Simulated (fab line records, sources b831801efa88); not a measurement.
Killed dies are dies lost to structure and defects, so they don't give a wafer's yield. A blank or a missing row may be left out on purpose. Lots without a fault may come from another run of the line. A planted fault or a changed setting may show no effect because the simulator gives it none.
Chamber matching | flow sfq_line | SFQ_TRILAYER_I1_CMP_CMP_046 on cmp-01: 4 sister chambers
The step polishes SiO2. 14 wafers are shown with their chamber, then 7 later ones without.

WAFERS WITH THEIR CHAMBER
wafer  | chamber | motor_current_A (A) | time_to_endpoint_s (s)
L515.1 | 0       | 10.9                | 223
L515.2 | 1       | 9.0                 | 205
L515.6 | 1       | 8.8                 | 225
L516.1 | 2       | 9.9                 | 212
L516.3 | 3       | 12.1                | 240
L516.5 | 1       | 8.6                 | 230
L519.4 | 1       | 8.3                 | 223
L519.3 | 3       | 11.8                | 227
L519.6 | 0       | 11.5                | 230
L527.3 | 0       | 11.4                | 215
L527.5 | 1       | 8.7                 | 212
L527.6 | 0       | 11.5                | 217
L528.1 | 1       | 8.7                 | 217
L528.2 | 0       | 11.1                | 219

SIGNATURES (means of the wafers above)
reading            | chamber 0 | chamber 1 | chamber 2 | chamber 3 | scatter within a chamber
motor_current_A    | 11.280    | 8.683     | 9.900     | 11.950    | 0.245
time_to_endpoint_s | 220.80    | 218.67    | 212.00    | 233.50    | 8.04
Rule: a wafer's distance from a chamber is the root of the sum, over the readings, of the square of ((its reading less the chamber's mean) divided by the reading's scatter). The wafer belongs to the nearest chamber; if the next one is less than 2 further off, it can't be placed. The scatter: the root of (the sum of the squares of (reading less its chamber's mean) over the shown wafers, divided by (wafers less chambers)).

WAFERS WITHOUT THEIR CHAMBER
wafer  | motor_current_A (A) | time_to_endpoint_s (s)
L528.5 | 9.9                 | 234
L530.4 | 10.1                | 215
L530.1 | 10.7                | 209
L530.2 | 8.3                 | 213
L531.1 | 10.5                | 211
L531.2 | 11.7                | 213
L531.5 | 10.6                | 214

WHICH CHAMBER EACH WENT THROUGH
wafer  | from the rows above     | in truth
L528.5 | 2                       | 2
L530.4 | 2                       | 2
L530.1 | can't be placed: 0 or 2 | 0
L530.2 | 1                       | 1
L531.1 | can't be placed: 2 or 0 | 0
L531.2 | can't be placed: 0 or 3 | 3
L531.5 | can't be placed: 2 or 0 | 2
Placed correctly: 3 of 7. Can't be placed from these rows: 4 (the true chamber is among the candidates in 4). Placed wrongly: 0.
